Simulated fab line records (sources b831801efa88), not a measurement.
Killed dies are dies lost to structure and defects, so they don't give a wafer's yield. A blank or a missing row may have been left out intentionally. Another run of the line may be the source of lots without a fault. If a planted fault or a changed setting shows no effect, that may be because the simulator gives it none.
Which tool was responsible?    flow sky130    21 wafers from 7 lots sampled at 3 of the route's 708 steps

## WHAT EACH GAUGE READ, for each wafer
SKY_LDD_P_TW_MEAS_11.
lot   measured      on            LDD_P_TW
L430  day 18 23:31  filmMetro-03  648 650 647
L433  day 20 03:09  filmMetro-03  642 643 643
L440  day 22 19:10  filmMetro-03  625 624 625
L444  day 24 05:28  filmMetro-03  638 641 636
L446  day 25 07:16  filmMetro-04  638 635 632
L450  day 26 14:16  filmMetro-03  641 642 640
L452  day 26 18:31  filmMetro-04  636 633 633

## TOOL THAT RAN EACH LOT (tool first, then ch and the chambers of the sampled wafers, then the start)
lot   SKY_VT_ADJUST_HVTP_STRIP_10          SKY_LDD_P_IMPLANT_09
L430  plasmaAsher-02 ch 0,1, day 6 07:33   implanter-01 ch 0, day 18 23:16
L433  plasmaAsher-03 ch 0,1, day 6 19:00   implanter-04 ch 0, day 20 02:54
L440  plasmaAsher-01 ch 0,1, day 8 16:18   implanter-04 ch 0, day 22 18:55
L444  plasmaAsher-02 ch 0,1, day 9 17:45   implanter-03 ch 0, day 24 05:15
L446  plasmaAsher-01 ch 0,1, day 10 15:13  implanter-03 ch 0, day 25 07:03
L450  plasmaAsher-02 ch 0,1, day 11 11:19  implanter-04 ch 0, day 26 14:01
L452  plasmaAsher-01 ch 0,1, day 11 20:55  implanter-03 ch 0, day 26 18:16
- SKY_VT_ADJUST_HVTP_STRIP_10: strips in O2/N2.
- SKY_LDD_P_IMPLANT_09

## THE ANSWER, worked out from the rows above alone
Rule: the usual values come from the lots themselves. The widest of any qualifying gaps counts: lots, ordered by their means at a reading, are off when they make up no more than a third of the lots, leave a main group of 4 or more, and stand apart from it by 3 or more times the standard deviation of that group's means. A main group whose means are all the same, to the digits that the tables above print for the reading, isn't used. A lot without any number at a reading at which 4 lots or more have one is off too. All remaining lots with rows at the step are treated as sound.
No lot is off on any of the readings shown, so nothing can be concluded from this.

## WHAT THE SIMULATOR HAD PUT IN
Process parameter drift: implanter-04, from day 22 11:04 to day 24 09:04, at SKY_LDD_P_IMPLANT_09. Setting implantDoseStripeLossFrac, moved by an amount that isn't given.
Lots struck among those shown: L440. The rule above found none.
